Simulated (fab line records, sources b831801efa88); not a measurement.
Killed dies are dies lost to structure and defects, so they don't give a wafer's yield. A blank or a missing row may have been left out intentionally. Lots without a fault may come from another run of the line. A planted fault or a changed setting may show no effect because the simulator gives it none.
Chamber matching || flow sky130 || 4 sister chambers for SKY_VIA2_ETCH_15 on rieDiel-01
The step etches SiO2 in C4F8/O2/Ar, stops on TiN, target depth 546 nm, time 84 s. 8 wafers are shown with their chamber, then 9 later ones without.

## WAFERS, EACH WITH ITS CHAMBER
{"wafer": "L083.4", "chamber": 1, "oesProductAu (a.u.)": 0.931, "biasW (W)": 1243}
{"wafer": "L084.1", "chamber": 2, "oesProductAu (a.u.)": 0.941, "biasW (W)": 1242}
{"wafer": "L084.5", "chamber": 0, "oesProductAu (a.u.)": 0.936, "biasW (W)": 1247}
{"wafer": "L085.3", "chamber": 2, "oesProductAu (a.u.)": 0.946, "biasW (W)": 1244}
{"wafer": "L085.6", "chamber": 3, "oesProductAu (a.u.)": 0.938, "biasW (W)": 1239}
{"wafer": "L089.1", "chamber": 0, "oesProductAu (a.u.)": 0.940, "biasW (W)": 1241}
{"wafer": "L089.2", "chamber": 1, "oesProductAu (a.u.)": 0.934, "biasW (W)": 1243}
{"wafer": "L089.4", "chamber": 3, "oesProductAu (a.u.)": 0.937, "biasW (W)": 1241}

## WAFERS MISSING THEIR CHAMBER
{"wafer": "L090.1", "oesProductAu (a.u.)": 0.937, "biasW (W)": 1243}
{"wafer": "L090.3", "oesProductAu (a.u.)": 0.937, "biasW (W)": 1246}
{"wafer": "L090.6", "oesProductAu (a.u.)": 0.940, "biasW (W)": 1245}
{"wafer": "L095.2", "oesProductAu (a.u.)": 0.938, "biasW (W)": 1241}
{"wafer": "L095.4", "oesProductAu (a.u.)": 0.942, "biasW (W)": 1240}
{"wafer": "L095.5", "oesProductAu (a.u.)": 0.942, "biasW (W)": 1242}
{"wafer": "L096.1", "oesProductAu (a.u.)": 0.937, "biasW (W)": 1234}
{"wafer": "L096.5", "oesProductAu (a.u.)": 0.935, "biasW (W)": 1237}
{"wafer": "L096.6", "oesProductAu (a.u.)": 0.938, "biasW (W)": 1240}

## WHICH CHAMBER EACH ONE RAN IN
{"wafer": "L090.1", "from the rows above": "can't be placed: 0 or 3 or 1 or 2", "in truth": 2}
{"wafer": "L090.3", "from the rows above": "can't be placed: 0 or 1 or 3 or 2", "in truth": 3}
{"wafer": "L090.6", "from the rows above": "can't be placed: 0 or 2 or 3", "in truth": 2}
{"wafer": "L095.2", "from the rows above": "can't be placed: 3 or 0 or 1 or 2", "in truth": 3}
{"wafer": "L095.4", "from the rows above": "can't be placed: 2 or 3 or 0", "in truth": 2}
{"wafer": "L095.5", "from the rows above": "can't be placed: 2 or 0 or 3", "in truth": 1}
{"wafer": "L096.1", "from the rows above": "can't be placed: 3 or 1 or 0", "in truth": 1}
{"wafer": "L096.5", "from the rows above": "can't be placed: 3 or 1 or 0", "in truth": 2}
{"wafer": "L096.6", "from the rows above": "can't be placed: 3 or 0", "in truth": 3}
Correct placement for 0 of the 9. These rows do not allow placing 9 (true chamber among the candidates in 7). Number placed wrongly: 0.
How it was worked out, from the rows above alone: a wafer's distance from a chamber is the root of the sum, over the readings, of the square of ((its reading less the chamber's mean) divided by the reading's scatter). The wafer belongs to the nearest chamber; if the next one is less than 2 further off, it can't be placed. Each chamber's mean is taken over the wafers shown for it. How the scatter is found: for the shown wafers, subtract from each reading the mean of its chamber, square and add these, divide the total by (wafers less chambers), then take the root.
